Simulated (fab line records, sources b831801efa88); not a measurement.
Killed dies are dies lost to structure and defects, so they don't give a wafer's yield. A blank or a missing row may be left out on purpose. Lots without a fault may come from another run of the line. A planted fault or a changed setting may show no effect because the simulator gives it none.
Which tool did it? | flow gf180mcu | 11 lots, 33 wafers sampled, at 2 steps of a route of 602

WHAT THE GAUGES READ, wafer by wafer
GF_V1_THK_MEAS_03. Usual: V1_CVD_02_THK 848 nm, standard deviation 14.
lot  | measured     | on            | V1_CVD_02_THK (nm) | flag
L532 | day 17 04:27 | film_metro-04 | 852 864 863        |
L535 | day 18 21:04 | film_metro-02 | 820 833 836        |
L537 | day 19 14:29 | film_metro-02 | 844 845 850        |
L539 | day 20 08:02 | film_metro-04 | 834 853 862        |
L540 | day 20 16:52 | film_metro-02 | 843 836 846        |
L542 | day 21 06:37 | film_metro-02 | 801 808 811        |
L543 | day 21 15:25 | film_metro-02 | 812 812 822        |
L551 | day 24 07:05 | film_metro-04 | 851 849 856        |
L552 | day 24 18:49 | film_metro-04 | 867 862 878        |
L553 | day 25 00:34 | film_metro-04 | 854 859 859        |
L554 | day 25 14:16 | film_metro-02 | 828 812 840        |

WHICH TOOL RAN EACH LOT (tool, then ch and the chambers of the sampled wafers, then the start)
lot  | GF_V1_CVD_02
L532 | pecvd-01 ch 0,1, day 17 04:22
L535 | pecvd-04 ch 0,1,2, day 18 20:59
L537 | pecvd-01 ch 0,1,2, day 19 14:25
L539 | pecvd-01 ch 0,2, day 20 07:56
L540 | pecvd-01 ch 0,1,2, day 20 16:47
L542 | pecvd-01 ch 0,1,2, day 21 06:33
L543 | pecvd-01 ch 0,1,2, day 21 15:20
L551 | pecvd-01 ch 0,1,2, day 24 06:59
L552 | pecvd-04 ch 0,2, day 24 18:44
L553 | pecvd-01 ch 0,2, day 25 00:30
L554 | pecvd-04 ch 0,1,2, day 25 14:11
- GF_V1_CVD_02: deposits SiO2 from TEOS, target thk 850 nm, time 94.851 s.

WHAT THE TOOLS THEMSELVES READ (means of the sampled wafers that have a number; where no wafer has one, the mark that the record gives instead)
GF_V1_CVD_02. Usual: heater_power_w 702 W, standard deviation 96; rf_fwd_power_W 595.9 W, standard deviation 2.5.
lot  | tool     | heater_power_w (W) | rf_fwd_power_W (W) | flag
L532 | pecvd-01 | 727                | 596.5              |
L535 | pecvd-04 | 684                | 597.2              |
L537 | pecvd-01 | 718                | 596.3              |
L539 | pecvd-01 | 736                | 595.8              |
L540 | pecvd-01 | 747                | 597.1              |
L542 | pecvd-01 | 814                | 501.1              | OFF
L543 | pecvd-01 | 739                | 501.9              | OFF
L551 | pecvd-01 | 770                | 597.3              |
L552 | pecvd-04 | 739                | 596.8              |
L553 | pecvd-01 | 854                | 594.0              |
L554 | pecvd-04 | 673                | 595.6              |

THE ANSWER, worked out from the rows above alone
Rule: a lot is off if the mean of its wafers that have a number lies more than 3 standard deviations from the usual mean. A lot without any number at a reading at which 4 lots or more have one is off too. The other lots that the step has rows for count as sound. The gauges are gone through in route order, then the tools' own readings, and for those a lot's mean is taken as printed above. The first step at which some lot is off is used, and at that step the reading that is off furthest; a lot without a number counts as furthest.
Off: L542, L543, at GF_V1_CVD_02 (rf_fwd_power_W).
A tool fits if, at that step or a process step before it, it ran every lot that is off, and no sound lot after the first of them. None of those tried fits.

WHAT THE SIMULATOR HAD PUT IN
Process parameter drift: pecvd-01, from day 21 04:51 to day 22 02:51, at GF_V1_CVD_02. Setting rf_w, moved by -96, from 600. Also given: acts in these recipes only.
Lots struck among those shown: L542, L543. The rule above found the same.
